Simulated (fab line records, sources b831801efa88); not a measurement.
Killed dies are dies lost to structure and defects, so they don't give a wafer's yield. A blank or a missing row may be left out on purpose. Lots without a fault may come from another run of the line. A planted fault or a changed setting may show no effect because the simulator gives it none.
Split-lot experiment | flow sfq_line | 5 lots, 23 wafers read, on a route of 325 steps

THE SPLIT
At SFQ_TRILAYER_I4_VIA_BARC_OPEN_VIA_ETCH_146 (etches BARC in O2, target depth 125 nm, time 41.7 s), the setting time_s was moved away from the recipe's 41.7 s on 11 of the 23 wafers read, by -9.3% to +12.9%. The other wafers ran this setting at the recipe's value.

The reading is taken at the split's own step.

THE READING
KrF_of_TRILAYER_I4_VIA_LITHO_COAT_103.thk_nm (the simulator's own value, which no gauge read), in nm, at SFQ_TRILAYER_I4_VIA_BARC_OPEN_VIA_ETCH_146 (etches BARC in O2, target depth 125 nm, time 41.7 s). The file gives no usual value for it. The 12 wafers here that ran the recipe average 572.2 nm, standard deviation 1.6 nm.

wafer  | tool, chamber at the split | time_s as run, s | against the recipe | KrF_of_TRILAYER_I4_VIA_LITHO_COAT_103.thk_nm, nm | against lot-mates on the recipe
L074.1 | rie_diel-04, 3             | 47.07            | +12.9%             | 564.3                                            | -6.4
L074.2 | rie_diel-04, 0             | 47.07            | +12.9%             | 565                                              | -5.7
L074.3 | rie_diel-04, 1             | 47.07            | +12.9%             | 562.2                                            | -8.5
L074.5 | rie_diel-04, 1             | 41.7             | recipe             | 570.6                                            | -
L074.6 | rie_diel-04, 3             | 41.7             | recipe             | 570.8                                            | -
L078.1 | rie_diel-01, 1             | 39.88            | -4.4%              | 575.3                                            | +3.9
L078.3 | rie_diel-01, 3             | 41.7             | recipe             | 572.7                                            | -
L078.4 | rie_diel-01, 0             | 39.88            | -4.4%              | 572.8                                            | +1.4
L078.5 | rie_diel-01, 0             | 39.88            | -4.4%              | 573.5                                            | +2.1
L078.6 | rie_diel-01, 1             | 41.7             | recipe             | 570.1                                            | -
L079.1 | rie_diel-01, 1             | 41.7             | recipe             | 573.2                                            | -
L079.2 | rie_diel-01, 2             | 41.7             | recipe             | 574.5                                            | -
L079.4 | rie_diel-01, 0             | 41.7             | recipe             | 574.3                                            | -
L082.1 | rie_diel-01, 2             | 38.03            | -8.8%              | 578.1                                            | +6.6
L082.2 | rie_diel-01, 3             | 41.7             | recipe             | 572.9                                            | -
L082.3 | rie_diel-01, 0             | 41.7             | recipe             | 570.2                                            | -
L082.5 | rie_diel-01, 2             | 38.03            | -8.8%              | 575.6                                            | +4.1
L082.6 | rie_diel-01, 3             | 38.03            | -8.8%              | 576.9                                            | +5.4
L083.1 | rie_diel-01, 2             | 41.7             | recipe             | 573.7                                            | -
L083.2 | rie_diel-01, 0             | 41.7             | recipe             | 573.2                                            | -
L083.4 | rie_diel-01, 1             | 37.83            | -9.3%              | 576                                              | +3.6
L083.5 | rie_diel-01, 1             | 37.83            | -9.3%              | 574.5                                            | +2.1
L083.6 | rie_diel-01, 0             | 41.7             | recipe             | 570.3                                            | -

THE FIT
A straight line over all 23 wafers: KrF_of_TRILAYER_I4_VIA_LITHO_COAT_103.thk_nm changes by -0.557 nm for each +1% of time_s; r = -0.92; the points scatter about the line by 1.6 nm.
The same after taking each lot's own level away (the mean of its wafers on the recipe; 23 wafers): -0.513 nm for each +1%; r = -0.93; scatter 1.3 nm.
On that fit, the largest move of time_s shifts the reading by 6.6 nm.
The lots' own levels span 570.70 to 574.00 nm, that is 2.0 times the standard deviation above.
So the lot-to-lot level changes the slope little: the two slopes agree.
Check: with one of the wafers moved furthest among these (+12.9%) left out of the fit, the line predicts -6.76 nm for it against its lot-mates. It came out at -6.4 nm against them.

OTHER SPLITS ON THESE WAFERS
These wafers also went through other splits before the reading. Each is held against what the fit with the lots' levels taken away leaves over:
other split on the same wafers                          | wafers away from the commonest value | r with KrF_of_TRILAYER_I4_VIA_LITHO_COAT_103.thk_nm (lot level and that fit taken away)
SFQ_TRILAYER_M4_DEP_SPUTTER_091 power_w                 | 7                                    | +0.37
SFQ_TRILAYER_M4_LITHO_COAT_093 spin_rpm                 | 11                                   | -0.35
SFQ_TRILAYER_M4_BARC_OPEN_METAL_ETCH_123 pressure_mtorr | 10                                   | -0.12
SFQ_TRILAYER_I4_VIA_LITHO_COAT_108 resist_thk_nm        | 4                                    | +0.11

THE FILE'S OWN FIT
KrF_of_TRILAYER_I4_VIA_LITHO_COAT_103.thk_nm changes by -0.497 nm for each +1% of time_s, r = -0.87.
